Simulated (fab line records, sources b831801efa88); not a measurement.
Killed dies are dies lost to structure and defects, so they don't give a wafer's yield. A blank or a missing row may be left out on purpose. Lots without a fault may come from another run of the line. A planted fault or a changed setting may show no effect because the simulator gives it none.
Chamber matching | flow gf180mcu | GF_V4_CVD_02 on pecvd-04: 3 sister chambers
The step deposits SiO2 from TEOS, target thk 850 nm, time 94.851 s. 6 wafers are shown with their chamber, then 11 later ones without.

WAFERS WITH THEIR CHAMBER
wafer  | chamber | heater_power_w (W)
L081.4 | 2       | 603
L084.6 | 1       | 622
L085.1 | 0       | 769
L085.3 | 2       | 666
L085.6 | 1       | 623
L086.1 | 0       | 651

WAFERS WITHOUT THEIR CHAMBER
wafer  | heater_power_w (W)
L086.4 | 600
L086.6 | 734
L092.1 | 769
L092.2 | 627
L092.3 | 697
L092.4 | 727
L092.5 | 651
L092.6 | 591
L094.1 | 695
L094.2 | 696
L094.3 | 555

WHICH CHAMBER EACH WENT THROUGH
wafer  | from the rows above          | in truth
L086.4 | can't be placed: 1 or 2 or 0 | 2
L086.6 | can't be placed: 0 or 2 or 1 | 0
L092.1 | can't be placed: 0 or 2 or 1 | 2
L092.2 | can't be placed: 1 or 2 or 0 | 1
L092.3 | can't be placed: 0 or 2 or 1 | 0
L092.4 | can't be placed: 0 or 2 or 1 | 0
L092.5 | can't be placed: 2 or 1 or 0 | 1
L092.6 | can't be placed: 1 or 2 or 0 | 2
L094.1 | can't be placed: 0 or 2 or 1 | 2
L094.2 | can't be placed: 0 or 2 or 1 | 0
L094.3 | can't be placed: 1 or 2 or 0 | 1
Placed correctly: 0 of 11. Can't be placed from these rows: 11 (the true chamber is among the candidates in 11). Placed wrongly: 0.
How it was worked out, from the rows above alone: a wafer's distance from a chamber is the root of the sum, over the readings, of the square of ((its reading less the chamber's mean) divided by the reading's scatter). The wafer belongs to the nearest chamber; if the next one is less than 2 further off, it can't be placed. A chamber's mean is the mean of its shown wafers. The scatter: the root of (the sum of the squares of (reading less its chamber's mean) over the shown wafers, divided by (wafers less chambers)).
